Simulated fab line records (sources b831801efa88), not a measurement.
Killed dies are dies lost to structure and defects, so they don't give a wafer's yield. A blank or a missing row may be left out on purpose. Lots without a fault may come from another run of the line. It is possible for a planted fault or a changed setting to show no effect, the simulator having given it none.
What tool caused it? :: flow gf180mcu :: 12 lots (36 wafers sampled), 1 step of a 602-step route

== WHAT EACH GAUGE READ, for each wafer ==
GF_V5_BOW_MEAS_05.
lot: L674
measured: day 26 13:59
on: film metro-03
V5_BOW (um): 138 118 140

lot: L676
measured: day 27 07:59
on: film metro-03
V5_BOW (um): 130 141 131

lot: L677
measured: day 27 15:31
on: film metro-03
V5_BOW (um): 148 139 135

lot: L678
measured: day 28 00:25
on: film metro-02
V5_BOW (um): 137 142 144

lot: L682
measured: day 29 03:38
on: film metro-02
V5_BOW (um): 148 141 145

lot: L683
measured: day 29 10:56
on: film metro-02
V5_BOW (um): 123 126 134

lot: L684
measured: day 29 16:37
on: film metro-02
V5_BOW (um): 138 146 135

lot: L691
measured: day 31 16:22
on: film metro-03
V5_BOW (um): 131 124 126

lot: L692
measured: day 31 19:29
on: film metro-02
V5_BOW (um): 136 153 139

lot: L693
measured: day 32 09:39
on: film metro-03
V5_BOW (um): 136 138 134

lot: L695
measured: day 32 21:28
on: film metro-04
V5_BOW (um): 137 142 150

lot: L696
measured: day 32 22:45
on: film metro-02
V5_BOW (um): 130 136 137

== WHAT TOOL EACH LOT RAN ON (gives the tool, then ch and the chambers of the sampled wafers, and finally the start) ==
Before these readings, the record contains no process step.

== WHAT THE TOOLS THEMSELVES READ (means of the sampled wafers that have a number; where no wafer has one, the mark that the record gives instead) ==
The record holds no such reading with a usual standard deviation.

== THE ANSWER, worked out from the rows above alone ==
Rule: what is usual is taken from the lots themselves. The widest of any qualifying gaps counts: lots, ordered by their means at a reading, are off when they make up no more than a third of the lots, leave a main group of 4 or more, and stand apart from it by 3 or more times the standard deviation of that group's means. The tables above print the reading to a certain number of digits; a main group whose means all agree to those digits is not used. Also off: a lot with no number at a reading for which 4 or more lots have one. The other lots that the step has rows for count as sound. After the gauges, taken in route order, come the tools' own readings; for these a lot's mean is taken, as printed above. At the first step where some lot is off, the reading lying furthest off is the one used; lots without a number count as furthest.
Nothing can be told from this: no lot is off at any reading shown.

== WHAT THE SIMULATOR HAD INSERTED ==
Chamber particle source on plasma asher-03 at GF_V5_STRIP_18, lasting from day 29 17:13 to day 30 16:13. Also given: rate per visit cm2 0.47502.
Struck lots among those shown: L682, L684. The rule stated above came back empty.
